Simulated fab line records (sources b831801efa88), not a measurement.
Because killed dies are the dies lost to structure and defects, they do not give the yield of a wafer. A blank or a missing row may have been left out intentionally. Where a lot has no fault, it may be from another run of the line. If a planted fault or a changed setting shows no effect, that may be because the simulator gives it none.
A lot that was struck, set against a sound lot || flow sky130 || 17 steps out of a route of 708
Sound: wafers L369.1, L369.5, L369.6. Struck: wafers L377.1, L377.3, L377.4. The cause is given at the end.
At each step with rows: each side's tool, then ch and its chambers, then its first start. Under that, the readings that differ: sound wafers || struck wafers || difference of the means || sigmas: that difference in standard deviations of wafers without a fault.
alike: words and numbers the same on both sides, and readings whose means are apart by under 2 such deviations; not compared: readings that were withheld, readings missing a value for some wafer, numbers with overlapping values and no deviation given by the record, and bounds like >300 which may hide the same value.
The two part at a step that has a row with sigmas, a row that says differs or no value, or rows on one side only. Numbers that have no deviation but don't overlap get no sigmas and don't part them. A reading missing from all wafers of one side parts the sides only when that side holds two or more wafers.

first, 2 steps without rows for these wafers: SKY_LOCAL_INTERCONNECT_PEB_09; SKY_LOCAL_INTERCONNECT_DEVELOP_10 (develop time 60 s).
SKY_LOCAL_INTERCONNECT_CD_MEAS_11: the cd target is 170 nm.
  struck on cd sem-01, day 33 09:52; sound on cd sem-02, day 30 01:57
  alike: cd nm
SKY_LOCAL_INTERCONNECT_OVL_MEAS_12:
  struck on overlay-01, day 33 09:59; sound on overlay-02, day 30 02:04
  alike: LOCAL_INTERCONNECT_OVL
SKY_LOCAL_INTERCONNECT_ETCH_13: etches BARC in N2/H2, stops on SiO2, time 45.9 s, target depth 60 nm.
  sound on rie metal-03 ch 0,1, day 30 02:06; struck on rie metal-03 ch 1, day 33 10:01
  alike: drypump motor current A, he backside leak sccm, oes product au, throttle valve pct
  not compared: rf hours counter h
SKY_LOCAL_INTERCONNECT_METAL_ETCH_14: etches TiN in Cl2/BCl3, stops on PSG, target depth 110 nm, time 31.4 s.
  sound on rie metal-03 ch 0,1, day 30 02:10; struck on rie metal-03 ch 1, day 33 10:08
{"reading": "oes product au (a.u.)", "sound": "0.920 0.920 0.924", "struck": "0.942 0.943 0.932", "difference": "+0.018", "sigmas": "+2"}
  alike: drypump motor current A, he backside leak sccm, throttle valve pct
  not compared: rf hours counter h
SKY_LOCAL_INTERCONNECT_STRIP_15: strips in O2/N2.
  sound on plasma asher-01 ch 0,1, day 30 02:13; struck on plasma asher-01 ch 0,1, day 33 10:15
  alike: drypump motor current A, oes product au, strip time to endpoint s
  not compared: rf hours counter h
then, 3 steps without rows for these wafers: SKY_LOCAL_INTERCONNECT_STRIP_16 (strips in post etch residue remover, time 1200 s); SKY_LOCAL_INTERCONNECT_CLEAN_17 (cleans in IPA, time 180 s); SKY_LOCAL_INTERCONNECT_CLEAN_18 (cleans in O3/DIW).
SKY_CONTACT_CVD_00: deposits Si3N4, target thk 75 nm.
  sound on pecvd-03 ch 1,2, day 30 02:49; struck on pecvd-03 ch 1,2, day 33 10:50
  alike: heater power w
SKY_CONTACT_THK_MEAS_01:
  struck on film metro-01, day 33 10:52; sound on film metro-04, day 30 02:51
  alike: CONTACT_CVD_00_THK
SKY_CONTACT_HDPCVD_02: deposits SiO2, target thk 565 nm, time 94.2 s.
  sound on hdpcvd-01 ch 0,2, day 30 02:55; struck on hdpcvd-01 ch 1,2, day 33 10:56
{"reading": "model.SiO2_of_CONTACT_HDPCVD_02.thk nm (nm)", "sound": "561.9 568.2 564.9", "struck": "1011 1013 1015", "difference": "+448", "sigmas": ""}
SKY_CONTACT_THK_MEAS_03:
  struck on film metro-04, day 33 11:00; sound on film metro-01, day 30 02:59
{"reading": "CONTACT_HDPCVD_THK (nm)", "sound": "562 568 565", "struck": "1011 1012 1013", "difference": "+447", "sigmas": "+91"}
SKY_CONTACT_CMP_04: polishes SiO2.
  sound on cmp-01 ch 0,1,2, day 30 03:11; struck on cmp-02 ch 0,1,2, day 33 11:04
{"reading": "time to endpoint s (s)", "sound": "78 82 81", "struck": "255 242 257", "difference": "+171", "sigmas": "+49"}
  alike: head pressure psi, motor current A
SKY_CONTACT_BOW_MEAS_05:
  struck on film metro-04, day 33 11:22; sound on film metro-01, day 30 03:20
  alike: CONTACT_BOW
next, for these wafers, 1 step has no rows: SKY_PAD_OPEN_PROBE_99.

## WHERE THEY PART
At SKY_LOCAL_INTERCONNECT_METAL_ETCH_14 first; at SKY_CONTACT_CMP_04 last (within this record only). Later steps at which nothing parts them and some readings are alike: SKY_CONTACT_BOW_MEAS_05.

WHY: whatever the simulator had introduced
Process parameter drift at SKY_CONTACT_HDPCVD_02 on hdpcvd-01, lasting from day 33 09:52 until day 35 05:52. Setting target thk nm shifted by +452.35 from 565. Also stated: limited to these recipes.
